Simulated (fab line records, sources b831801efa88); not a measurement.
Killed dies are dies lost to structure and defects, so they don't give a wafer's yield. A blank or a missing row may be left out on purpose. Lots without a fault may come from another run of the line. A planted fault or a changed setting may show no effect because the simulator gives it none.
Tool commonality check | flow gf180mcu | 13 lots, 39 wafers sampled

WHY IT WAS OPENED
At GF_MVSD_TW_MEAS_11 the reading MVSD_TW is flagged on 1 of 13 lots. Wafers without a fault read 1595, standard deviation 9.1.
Rule: a lot is flagged when every wafer of it that has a number lies more than 4 standard deviations from that mean, or none has a number. The other lots count as sound.

lot  | measured    | on            | MVSD_TW, wafer by wafer | flag
L574 | day 4 18:58 | film_metro-02 | 1582 1582 1586          |
L575 | day 5 05:06 | film_metro-01 | 1602 1587 1596          |
L576 | day 5 20:53 | film_metro-03 | 1608 1595 1598          |
L579 | day 6 04:59 | film_metro-01 | 1593 1596 1596          |
L582 | day 6 20:54 | film_metro-03 | 30 30 30                | FLAGGED
L585 | day 7 12:32 | film_metro-01 | 1592 1588 1595          |
L587 | day 8 00:11 | film_metro-01 | 1601 1599 1598          |
L588 | day 8 05:44 | film_metro-02 | 1598 1594 1586          |
L590 | day 8 18:38 | film_metro-03 | 1596 1601 1592          |
L591 | day 8 23:26 | film_metro-02 | 1577 1584 1596          |
L592 | day 9 06:53 | film_metro-01 | 1603 1608 1602          |
L593 | day 9 10:44 | film_metro-02 | 1591 1588 1589          |
L594 | day 9 17:35 | film_metro-03 | 1592 1597 1597          |
The numbers of the flagged lots are 30 on average: -1565 against the usual, or -99 or more standard deviations.

WHICH TOOL RAN EACH LOT
The record holds 1 process step before the reading, out of a route of 602 steps. In each cell: the tool, then ch and the chambers that the sampled wafers went through, then the start.
lot  | flag    | GF_MVSD_EXPOSE_04
L574 |         | iline_stepper-01 ch 0, day 4 12:03
L575 |         | iline_stepper-02 ch 0, day 4 21:51
L576 |         | iline_stepper-02 ch 0, day 5 13:24
L579 |         | iline_stepper-01 ch 0, day 5 21:29
L582 | FLAGGED | iline_stepper-02 ch 0, day 6 13:08
L585 |         | iline_stepper-01 ch 0, day 7 04:46
L587 |         | iline_stepper-02 ch 0, day 7 16:43
L588 |         | iline_stepper-02 ch 0, day 7 21:43
L590 |         | iline_stepper-02 ch 0, day 8 10:11
L591 |         | iline_stepper-02 ch 0, day 8 15:16
L592 |         | iline_stepper-01 ch 0, day 8 22:02
L593 |         | iline_stepper-02 ch 0, day 9 02:07
L594 |         | iline_stepper-01 ch 0, day 9 08:32
What these steps do:
- GF_MVSD_EXPOSE_04: exposes mask MVSD, target cd 1000 nm.
- GF_MVSD_TW_MEAS_11

FLAGGED OVER TOTAL, TOOL BY TOOL (the gauges that took the reading come last)
step               | tool             | lots run | flagged | share of the flagged lots | sound lots run after its first flagged lot
GF_MVSD_EXPOSE_04  | iline_stepper-01 | 5        | 0       | none                      | -
GF_MVSD_EXPOSE_04  | iline_stepper-02 | 8        | 1       | all                       | 5 (L587,L588,L590,L591,L593)
GF_MVSD_TW_MEAS_11 | film_metro-01    | 5        | 0       | none                      | -
GF_MVSD_TW_MEAS_11 | film_metro-02    | 4        | 0       | none                      | -
GF_MVSD_TW_MEAS_11 | film_metro-03    | 4        | 1       | all                       | 2 (L590,L594)

WHAT THE TABLE ALLOWS
2 rows of the table ran every flagged lot: iline_stepper-02 at GF_MVSD_EXPOSE_04, film_metro-03 at GF_MVSD_TW_MEAS_11.
- iline_stepper-02 at GF_MVSD_EXPOSE_04: 1 of its 8 lots flagged. Sound lots ran on it after the first flagged one (L587, L588, L590, L591, L593), which a lasting fault on the whole tool wouldn't allow.
- film_metro-03 at GF_MVSD_TW_MEAS_11: 1 of its 4 lots flagged. Sound lots ran on it after the first flagged one (L590, L594), which a lasting fault on the whole tool wouldn't allow.
No row of the table ran every flagged lot and no sound lot after the first.

WHAT THE SIMULATOR HAD PUT IN
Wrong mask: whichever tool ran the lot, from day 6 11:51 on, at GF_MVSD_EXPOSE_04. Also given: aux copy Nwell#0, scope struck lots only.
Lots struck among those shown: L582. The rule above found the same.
